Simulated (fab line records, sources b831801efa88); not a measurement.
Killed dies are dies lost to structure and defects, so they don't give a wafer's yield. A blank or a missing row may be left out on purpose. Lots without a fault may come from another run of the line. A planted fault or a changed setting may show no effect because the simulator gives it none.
A struck lot beside a sound one | flow sky130 | 15 steps out of a route of 708
Sound: wafers L476.3, L476.4, L476.6. Struck: wafers L484.3, L484.5, L484.6. The cause comes at the end.
At each step with rows: each side's tool, then ch and its chambers, then its first start. Under that, the readings that differ: sound wafers | struck wafers | difference of the means | sigmas: that difference in standard deviations of wafers without a fault.
alike: readings whose means differ by less than 2 such deviations, and words and numbers that are the same on both sides. not compared: withheld readings, readings that some wafer has no value for, bounds like >300 that may hide the same value, and numbers for which the record gives no deviation and whose values overlap.
The two part at a step that has a row with sigmas, a row that says differs or no value, or rows on one side only. Numbers that don't overlap but have no deviation are shown without sigmas and don't part them. A reading that every wafer of one side lacks parts them only if that side has two wafers or more.

SKY_VIA1_OVL_MEAS_13:
  sound on overlay-02, day 37 16:40; struck on overlay-01, day 39 23:55
  reading       | sound    | struck  | difference | sigmas
  VIA1_OVL (nm) | -5 -6 -8 | 3 13 14 | +16        | +3
SKY_VIA1_ETCH_14: etches BARC in N2/H2, stops on SiO2, time 45.9 s, target depth 60 nm.
  sound on rie_diel-03 ch 0,1, day 37 16:41; struck on rie_diel-04 ch 0,3, day 39 23:57
  reading                     | sound       | struck      | difference | sigmas
  drypump_motor_current_A (A) | 4.9 5.9 4.9 | 6.5 6.2 6.5 | +1.2       | +2
  alike: n2_flow_sccm, oes_product_au, throttle_valve_pct
  not compared: rf_hours_counter_h
then, 1 step without rows for these wafers: SKY_VIA1_ETCH_15 (etches SiO2 in C4F8/O2/Ar, stops on TiN, target depth 351 nm, time 54 s).
SKY_VIA1_STRIP_16: strips in O2/N2.
  sound on plasma_asher-02 ch 0,1, day 37 16:49; struck on plasma_asher-02 ch 0,1, day 40 00:04
  alike: drypump_motor_current_A, n2_flow_sccm, oes_product_au, strip_time_to_endpoint_s
  not compared: rf_hours_counter_h
then, 3 steps without rows for these wafers: SKY_VIA1_STRIP_17 (strips in post etch residue remover, time 1200 s); SKY_VIA1_CLEAN_18 (cleans in IPA, time 180 s); SKY_VIA1_CLEAN_19 (cleans in O3/DIW).
SKY_VIA1_SPUTTER_20: material TiN, target thk 20 nm, time 80 s.
  sound on pvd_sputter-01, day 37 17:25; struck on pvd_sputter-03, day 40 00:40
  alike: throttle_valve_pct
SKY_VIA1_CVD_21: deposits W, target thk 270 nm, time 80.902 s.
  sound on cvd_w-02 ch 0,1, day 37 17:30; struck on cvd_w-02 ch 0,1, day 40 00:46
  alike: heater_power_w
SKY_VIA1_RS_MEAS_22: measures by four-point-probe.
  sound on film_metro-03, day 37 17:36; struck on film_metro-03, day 40 00:52
  alike: VIA1_W_RS
SKY_VIA1_THK_MEAS_23: measures by xrf.
  sound on film_metro-03, day 37 17:42; struck on film_metro-03, day 40 00:58
  alike: VIA1_W_THK
then, 1 step without rows for these wafers: SKY_VIA1_CMP_24 (polishes, stops on SiO2, t overpolish 15 s, target thk 0 nm).
SKY_METAL2_SPUTTER_00: material Ti, target thk 15 nm, time 10 s.
  sound on pvd_sputter-03, day 37 18:02; struck on pvd_sputter-02, day 40 01:18
  reading                                   | sound            | struck            | difference | sigmas
  model.Ti_of_METAL2_SPUTTER_00.thk_nm (nm) | 15.25 15.2 15.21 | 23.12 23.12 22.73 | +7.77      |
  alike: throttle_valve_pct
SKY_METAL2_SPUTTER_01: material TiN, target thk 20 nm, time 16.7 s.
  sound on pvd_sputter-03, day 37 18:04; struck on pvd_sputter-02, day 40 01:19
  alike: throttle_valve_pct
-- the record jumps here: 10 days lie between the struck wafers' starts before and after (it left off in module METAL2 and takes up again in module PAD_OPEN, whose first step shown is number 708 of the route) --
SKY_PAD_OPEN_PROBE_99:
  the record has rows for the struck wafers here (prober-02, day 50 09:10) and none for the sound ones

WHERE THEY PART
First at SKY_VIA1_OVL_MEAS_13; last, within this record, at SKY_PAD_OPEN_PROBE_99.

WHY: what the simulator had put in
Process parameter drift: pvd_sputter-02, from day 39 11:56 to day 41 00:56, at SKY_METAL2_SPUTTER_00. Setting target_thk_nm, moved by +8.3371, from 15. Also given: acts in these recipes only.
